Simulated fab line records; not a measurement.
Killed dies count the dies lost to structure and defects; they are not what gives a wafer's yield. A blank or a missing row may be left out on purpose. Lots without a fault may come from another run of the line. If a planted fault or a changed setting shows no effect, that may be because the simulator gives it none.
Matching of chambers || flow sky130 || SKY_VIA2_ETCH_15 on rieDiel-01: 4 sister chambers
The step etches SiO2 in C4F8/O2/Ar, stops on TiN, target depth 546 nm, time 84 s. 8 wafers are shown with their chamber, then 9 later ones without.

## EACH WAFER AND ITS CHAMBER
{"wafer": "L075.2", "chamber": 3, "oesProductAu (a.u.)": 0.948}
{"wafer": "L076.2", "chamber": 3, "oesProductAu (a.u.)": 0.936}
{"wafer": "L079.1", "chamber": 1, "oesProductAu (a.u.)": 0.951}
{"wafer": "L079.2", "chamber": 0, "oesProductAu (a.u.)": 0.926}
{"wafer": "L079.6", "chamber": 2, "oesProductAu (a.u.)": 0.934}
{"wafer": "L081.1", "chamber": 2, "oesProductAu (a.u.)": 0.929}
{"wafer": "L081.2", "chamber": 1, "oesProductAu (a.u.)": 0.940}
{"wafer": "L081.6", "chamber": 0, "oesProductAu (a.u.)": 0.948}

## WAFERS MISSING THEIR CHAMBER
{"wafer": "L087.1", "oesProductAu (a.u.)": 0.939}
{"wafer": "L087.5", "oesProductAu (a.u.)": 0.936}
{"wafer": "L087.6", "oesProductAu (a.u.)": 0.936}
{"wafer": "L095.1", "oesProductAu (a.u.)": 0.943}
{"wafer": "L095.2", "oesProductAu (a.u.)": 0.930}
{"wafer": "L095.6", "oesProductAu (a.u.)": 0.942}
{"wafer": "L097.2", "oesProductAu (a.u.)": 0.940}
{"wafer": "L097.3", "oesProductAu (a.u.)": 0.938}
{"wafer": "L097.4", "oesProductAu (a.u.)": 0.936}

## WHICH CHAMBER EACH ONE RAN IN
{"wafer": "L087.1", "from the rows above": "can't be placed: 0 or 3 or 1 or 2", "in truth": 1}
{"wafer": "L087.5", "from the rows above": "can't be placed: 0 or 2 or 3 or 1", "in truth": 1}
{"wafer": "L087.6", "from the rows above": "can't be placed: 0 or 2 or 3 or 1", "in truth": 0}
{"wafer": "L095.1", "from the rows above": "can't be placed: 3 or 1 or 0 or 2", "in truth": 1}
{"wafer": "L095.2", "from the rows above": "can't be placed: 2 or 0 or 3 or 1", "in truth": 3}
{"wafer": "L095.6", "from the rows above": "can't be placed: 3 or 1 or 0 or 2", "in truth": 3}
{"wafer": "L097.2", "from the rows above": "can't be placed: 3 or 0 or 1 or 2", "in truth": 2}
{"wafer": "L097.3", "from the rows above": "can't be placed: 0 or 3 or 2 or 1", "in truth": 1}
{"wafer": "L097.4", "from the rows above": "can't be placed: 0 or 2 or 3 or 1", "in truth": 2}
0 of 9 placed correctly. These rows do not allow placing 9 (true chamber among the candidates in 9). 0 placed wrongly.
How it was worked out, from the rows above alone: a wafer's distance from a chamber is the root of the sum, over the readings, of the square of ((its reading less the chamber's mean) divided by the reading's scatter). If the next closest chamber is less than 2 further off than the closest, the wafer can't be placed; otherwise it belongs to the closest. The mean given for a chamber averages the wafers shown for that chamber. How the scatter is found: for the shown wafers, subtract from each reading the mean of its chamber, square and add these, divide the total by (wafers less chambers), then take the root.
